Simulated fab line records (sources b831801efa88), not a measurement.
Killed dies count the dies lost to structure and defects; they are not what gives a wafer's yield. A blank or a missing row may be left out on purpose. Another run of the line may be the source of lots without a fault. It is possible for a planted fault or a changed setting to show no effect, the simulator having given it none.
Problem report, 8D (eight disciplines) form, completed by code ; flow sky130 ; the parts of the form that need people (team, actions taken, sign-off) are left out

## 1. WHAT IS WRONG
METAL1_ALCU_THK at SKY_METAL1_THK_MEAS_06 reads a mean of 271 nm on 3 wafers of 2 lots; wafers without a fault read 249 nm with a standard deviation of 3.2. Measured from the usual mean, that is +6.9 standard deviations.
The step: measures by xrf.
First seen on wafer L882.1, day 33 21:37, on film metro-03. The record has a number at this step for 18 wafers belonging to 6 lots. The rule behind "out" and "out of limits": a value lying over 4 standard deviations away from the usual mean. The other wafers with a number count as sound.

## 2. WHAT IT IS; WHAT IT IS NOT
question;is;is not
which readings at this step;METAL1_ALCU_THK;-
which lots;L882, L885;L877, L893, L894, L899
which wafers of those lots;L882.1, L885.1, L885.5;L882.3, L882.6, L885.2
read on which gauges;film metro-03;film metro-01, film metro-02
when;from day 33 21:37;"up to then (5 sound wafers); but 10 sound wafers of L885, L893, L894, L899 came after"

## 3. WHAT RULES OUT EACH SUSPECT
Counting: a tool at a process step up to the reading stays a suspect if it ran every lot that is out. Sound lots after the first of them don't rule it out here, since some wafers of a struck lot are sound.
- the gauge at SKY_METAL1_THK_MEAS_06: kept. All the wafers that are out were read on film metro-03, and no step on other tools shows them out.
- pvd sputter-03 at SKY_METAL1_SPUTTER_00 (material Ti, target thk 15 nm, time 10 s): kept. Every lot that is out went through it, the first being L882 (day 33 16:26); the last sound lot it ran before that was L877 (day 31 12:21).
- pvd sputter-03 at SKY_METAL1_SPUTTER_04 (material TiN, target thk 70 nm, time 58.3 s): kept. Every lot that is out went through it, the first being L882 (day 33 16:32); the last sound lot it ran before that was L877 (day 31 12:26).
The count leaves pvd sputter-03 at SKY_METAL1_SPUTTER_00, pvd sputter-03 at SKY_METAL1_SPUTTER_04, and film metro-03 at SKY_METAL1_THK_MEAS_06.

## 4. THE CAUSE (what the simulator had put in)
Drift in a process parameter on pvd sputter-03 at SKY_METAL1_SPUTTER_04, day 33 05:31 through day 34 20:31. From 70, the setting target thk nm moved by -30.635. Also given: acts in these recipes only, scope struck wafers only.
This tool is one of the 3 suspects left after counting.

## 5. SEQUENCE OF EFFECTS, ordered by route
Rows list readings where the struck wafers' mean (over those with a number) sits beyond 3 standard deviations from the usual. Readings are gone through only where the record gives a usual standard deviation; hours: the median, over the lots, of the time from a lot's start at the first step in this table giving one to that lot's start at this step; sigmas: the change measured in usual standard deviations.
hours;step;reading;usual;on struck wafers;change;sigmas
0;SKY_METAL1_THK_MEAS_06;METAL1_ALCU_THK;249 nm;271;+22;+6.9
At these later measuring or inspecting steps, every struck wafer for which the step has a row has a number for every such reading, and none has moved that far: SKY_METAL1_CD_MEAS_15, SKY_METAL1_OVL_MEAS_16.

## 6. HOW IT WOULD HAVE BEEN CAUGHT EARLIER
16 hours passed between the start of the fault at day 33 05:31 and the first reading out of limits at a measuring or inspecting step in this record, taken at day 33 21:37.
No tool reading at SKY_METAL1_SPUTTER_04 that has a usual standard deviation in the record was out on any struck wafer, so an alarm limit of 4 standard deviations on those readings would not have fired.
Of the lots that are out (2), L885 began SKY_METAL1_SPUTTER_04 on pvd sputter-03 after day 33 21:37. A hold on the tool at that time would have spared it.
